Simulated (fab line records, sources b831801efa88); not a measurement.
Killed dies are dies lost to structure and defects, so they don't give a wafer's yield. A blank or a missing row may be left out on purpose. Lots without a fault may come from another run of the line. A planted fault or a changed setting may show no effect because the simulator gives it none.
Which tool did it? | flow sky130 | 14 lots, 41 wafers sampled, at 4 steps of a route of 708

WHAT THE GAUGES READ, wafer by wafer
SKY_LDD_HVP_TW_MEAS_10. Usual: LDD_HVP_TW 456, standard deviation 3.1.
lot  | measured     | on            | LDD_HVP_TW  | flag
L380 | day 19 21:41 | film_metro-04 | 459 456 457 |
L381 | day 21 15:13 | film_metro-04 | 459 456 457 |
L382 | day 22 11:58 | film_metro-02 | 462 457 459 |
L383 | day 23 12:14 | film_metro-02 | 458 461 456 |
L384 | day 23 12:52 | film_metro-02 | 459 461     |
L395 | day 28 10:59 | film_metro-01 | 450 450 452 |
L392 | day 28 11:32 | film_metro-02 | 455 456 456 |
L394 | day 28 13:07 | film_metro-02 | 454 457 458 |
L397 | day 28 13:54 | film_metro-04 | 455 455 454 |
L399 | day 28 21:17 | film_metro-04 | 457 455 456 |
L400 | day 29 13:19 | film_metro-01 | 452 452 452 |
L401 | day 30 08:55 | film_metro-04 | 458 459 459 |
L402 | day 30 10:23 | film_metro-01 | 449 452 451 |
L403 | day 30 15:50 | film_metro-04 | 455 457 456 |

SKY_METAL2_CD_MEAS_15: target cd 140 nm. Usual: cd_nm 140.0 nm, standard deviation 1.5.
lot  | measured     | on        | cd_nm (nm)        | flag
L380 | day 33 23:45 | cd_sem-02 | 138.8 139.3 137.7 |
L381 | day 35 02:16 | cd_sem-01 | 139.8 138.6 140.0 |
L382 | day 35 20:01 | cd_sem-01 | 138.6 140.2 139.4 |
L383 | day 36 16:28 | cd_sem-01 | 138.0 138.1 138.0 |
L384 | day 36 18:22 | cd_sem-02 | 138.7 139.7       |
L395 | day 40 21:49 | cd_sem-01 | 140.1 142.3 141.6 |
L392 | day 40 23:42 | cd_sem-01 | 138.4 137.5 138.0 |
L394 | day 41 00:03 | cd_sem-01 | 140.8 139.7 139.5 |
L397 | day 41 01:47 | cd_sem-02 | 139.1 138.7 139.4 |
L399 | day 41 04:04 | cd_sem-02 | 137.5 138.4 138.2 |
L400 | day 41 18:55 | cd_sem-02 | 142.9 143.4 142.4 |
L401 | day 42 13:13 | cd_sem-01 | 140.0 140.0 140.5 |
L402 | day 42 15:13 | cd_sem-02 | 140.3 138.9 139.3 |
L403 | day 42 19:19 | cd_sem-01 | 141.7 141.9 140.8 |

WHICH TOOL RAN EACH LOT (tool, then ch and the chambers of the sampled wafers, then the start)
lot  | SKY_VIA1_SOFTBAKE_08              | SKY_VIA1_CVD_21
L380 | litho_track-02 ch 0, day 32 03:00 | cvd_w-01 ch 0,1, day 32 23:53
L381 | litho_track-02 ch 0, day 33 12:00 | cvd_w-01 ch 0,1, day 34 01:00
L382 | litho_track-02 ch 0, day 34 04:00 | cvd_w-02 ch 0,1, day 34 16:18
L383 | litho_track-02 ch 0, day 34 23:00 | cvd_w-01 ch 0,1, day 35 13:45
L384 | litho_track-02 ch 0, day 35 02:00 | cvd_w-01 ch 1, day 35 15:59
L395 | litho_track-02 ch 0, day 39 07:00 | cvd_w-02 ch 0,1, day 39 20:32
L392 | litho_track-02 ch 0, day 39 10:00 | cvd_w-01 ch 0,1, day 39 23:11
L394 | litho_track-04 ch 0, day 39 10:00 | cvd_w-02 ch 0,1, day 39 23:52
L397 | litho_track-04 ch 0, day 39 11:00 | cvd_w-01 ch 0,1, day 40 01:52
L399 | litho_track-04 ch 0, day 39 13:00 | cvd_w-01 ch 0,1, day 40 03:11
L400 | litho_track-02 ch 0, day 40 05:00 | cvd_w-02 ch 0,1, day 40 18:01
L401 | litho_track-01 ch 0, day 40 23:00 | cvd_w-01 ch 0,1, day 41 12:19
L402 | litho_track-04 ch 0, day 41 02:00 | cvd_w-01 ch 0,1, day 41 15:02
L403 | litho_track-02 ch 0, day 41 06:00 | cvd_w-01 ch 0,1, day 41 18:33
- SKY_VIA1_SOFTBAKE_08: time 90 s.
- SKY_VIA1_CVD_21: deposits W, target thk 270 nm, time 80.902 s.

WHAT THE TOOLS THEMSELVES READ (means of the sampled wafers that have a number; where no wafer has one, the mark that the record gives instead)
SKY_VIA1_SOFTBAKE_08. Usual: run_length_s 119.29 s, standard deviation 0.23.
lot  | tool           | run_length_s (s) | flag
L380 | litho_track-02 | 119.11           |
L381 | litho_track-02 | 119.10           |
L382 | litho_track-02 | 125.32           | OFF
L383 | litho_track-02 | 125.29           | OFF
L384 | litho_track-02 | 128.34           | OFF
L395 | litho_track-02 | 119.23           |
L392 | litho_track-02 | 119.19           |
L394 | litho_track-04 | 119.15           |
L397 | litho_track-04 | 119.16           |
L399 | litho_track-04 | 119.13           |
L400 | litho_track-02 | 119.17           |
L401 | litho_track-01 | 119.59           |
L402 | litho_track-04 | 119.07           |
L403 | litho_track-02 | 119.29           |

SKY_VIA1_CVD_21. Usual: heater_power_outer_w 511 W, standard deviation 51; heater_power_w 822 W, standard deviation 89.
lot  | tool     | heater_power_outer_w (W) | heater_power_w (W) | flag
L380 | cvd_w-01 | 478                      | 782                |
L381 | cvd_w-01 | 477                      | 775                |
L382 | cvd_w-02 | 565                      | 888                |
L383 | cvd_w-01 | 476                      | 770                |
L384 | cvd_w-01 | 470                      | 774                |
L395 | cvd_w-02 | 580                      | 899                |
L392 | cvd_w-01 | 483                      | 789                |
L394 | cvd_w-02 | 521                      | 810                |
L397 | cvd_w-01 | 478                      | 775                |
L399 | cvd_w-01 | 483                      | 788                |
L400 | cvd_w-02 | 566                      | 914                |
L401 | cvd_w-01 | 471                      | 798                |
L402 | cvd_w-01 | 485                      | 790                |
L403 | cvd_w-01 | 472                      | 784                |

THE ANSWER, worked out from the rows above alone
Rule: a lot is off if the mean of its wafers that have a number lies more than 3 standard deviations from the usual mean. A lot without any number at a reading at which 4 lots or more have one is off too. The other lots that the step has rows for count as sound. The gauges are gone through in route order, then the tools' own readings, and for those a lot's mean is taken as printed above. The first step at which some lot is off is used, and at that step the reading that is off furthest; a lot without a number counts as furthest.
Off: L382, L383, L384, at SKY_VIA1_SOFTBAKE_08 (run_length_s).
A tool fits if, at that step or a process step before it, it ran every lot that is off, and no sound lot after the first of them. None of those tried fits.

WHAT THE SIMULATOR HAD PUT IN
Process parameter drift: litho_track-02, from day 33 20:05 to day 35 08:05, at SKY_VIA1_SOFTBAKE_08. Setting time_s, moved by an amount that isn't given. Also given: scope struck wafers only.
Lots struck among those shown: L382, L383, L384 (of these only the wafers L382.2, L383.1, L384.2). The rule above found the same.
